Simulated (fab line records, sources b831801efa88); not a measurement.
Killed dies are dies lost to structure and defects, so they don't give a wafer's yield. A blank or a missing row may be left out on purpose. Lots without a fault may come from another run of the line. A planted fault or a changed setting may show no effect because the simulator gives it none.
Which tool did it? | flow sky130 | 13 lots, 39 wafers sampled, at 3 steps of a route of 708

WHAT THE GAUGES READ, wafer by wafer
SKY_PWDE_TW_MEAS_10. Usual: PWDE_TW 375.0, standard deviation 2.5.
lot  | measured    | on            | PWDE_TW           | flag
L905 | day 3 21:47 | film_metro-03 | 371.2 374.1 371.8 |
L908 | day 4 13:55 | film_metro-02 | 374.6 375.1 375.9 |
L909 | day 4 19:16 | film_metro-03 | 370.5 369.5 369.4 |
L911 | day 5 06:53 | film_metro-02 | 373.5 372.9 372.0 |
L912 | day 5 11:53 | film_metro-02 | 375.2 375.1 373.7 |
L913 | day 5 18:16 | film_metro-03 | 375.1 374.5 374.5 |
L916 | day 6 14:40 | film_metro-01 | 377.8 376.1 377.6 |
L920 | day 7 09:55 | film_metro-02 | 374.2 371.9 375.7 |
L924 | day 8 09:31 | film_metro-03 | 375.8 376.4 375.7 |
L925 | day 8 17:06 | film_metro-03 | 374.9 375.2 375.8 |
L926 | day 8 21:23 | film_metro-02 | 373.4 376.3 372.0 |
L927 | day 9 02:44 | film_metro-01 | 377.3 376.1 376.8 |
L928 | day 9 09:41 | film_metro-03 | 373.3 375.7 373.4 |

SKY_VT_ADJUST_HVTP_TW_MEAS_11. Usual: VT_ADJUST_HVTP_TW 1355, standard deviation 12.
lot  | measured     | on            | VT_ADJUST_HVTP_TW | flag
L905 | day 6 03:44  | film_metro-03 | 1366 1366 1370    |
L908 | day 7 00:55  | film_metro-01 | 1368 1369 1367    |
L909 | day 7 03:42  | film_metro-04 | 1347 1344 1346    |
L911 | day 7 18:12  | film_metro-04 | 1344 1347 1348    |
L912 | day 7 23:05  | film_metro-01 | 1367 1364 1365    |
L913 | day 8 05:03  | film_metro-01 | 1362 1367 1375    |
L916 | day 9 01:57  | film_metro-04 | 1344 1338 1343    |
L920 | day 9 23:35  | film_metro-03 | 1356 1356 1360    |
L924 | day 11 02:30 | film_metro-04 | 1346 1345 1349    |
L925 | day 11 12:17 | film_metro-01 | 1371 1369 1371    |
L926 | day 11 18:26 | film_metro-04 | 1346 1343 1344    |
L927 | day 11 22:37 | film_metro-04 | 1343 1340 1352    |
L928 | day 12 08:11 | film_metro-04 | 1338 1334 1337    |

SKY_VT_ADJUST_LVTN_TW_MEAS_10. Usual: VT_ADJUST_LVTN_TW 241.8, standard deviation 1.7.
lot  | measured     | on            | VT_ADJUST_LVTN_TW | flag
L905 | day 6 23:26  | film_metro-02 | 241.4 241.6 242.4 |
L908 | day 7 20:06  | film_metro-04 | 239.5 239.9 240.5 |
L909 | day 7 23:37  | film_metro-02 | 242.0 242.0 242.6 |
L911 | day 8 13:51  | film_metro-04 | 239.0 239.6 238.1 |
L912 | day 8 18:04  | film_metro-02 | 242.1 242.6 242.5 |
L913 | day 9 00:35  | film_metro-02 | 243.6 244.6 242.9 |
L916 | day 9 23:10  | film_metro-02 | 244.1 244.5 243.4 |
L920 | day 10 23:10 | film_metro-04 | 239.2 239.9 238.1 |
L924 | day 12 01:16 | film_metro-02 | 242.3 242.0 242.6 |
L925 | day 12 12:32 | film_metro-03 | 243.4 242.6 243.1 |
L926 | day 12 19:29 | film_metro-03 | 243.4 242.1 243.0 |
L927 | day 12 23:37 | film_metro-02 | 242.9 242.7 243.4 |
L928 | day 13 09:24 | film_metro-03 | 242.8 241.6 241.9 |

WHICH TOOL RAN EACH LOT (tool, then ch and the chambers of the sampled wafers, then the start)
The record holds no process step before these readings.

WHAT THE TOOLS THEMSELVES READ (means of the sampled wafers that have a number; where no wafer has one, the mark that the record gives instead)
The record holds no such reading with a usual standard deviation.

THE ANSWER, worked out from the rows above alone
Rule: a lot is off if the mean of its wafers that have a number lies more than 3 standard deviations from the usual mean. A lot without any number at a reading at which 4 lots or more have one is off too. The other lots that the step has rows for count as sound. The gauges are gone through in route order, then the tools' own readings, and for those a lot's mean is taken as printed above. The first step at which some lot is off is used, and at that step the reading that is off furthest; a lot without a number counts as furthest.
No lot is off at any reading shown: from this, nothing can be told.

WHAT THE SIMULATOR HAD PUT IN
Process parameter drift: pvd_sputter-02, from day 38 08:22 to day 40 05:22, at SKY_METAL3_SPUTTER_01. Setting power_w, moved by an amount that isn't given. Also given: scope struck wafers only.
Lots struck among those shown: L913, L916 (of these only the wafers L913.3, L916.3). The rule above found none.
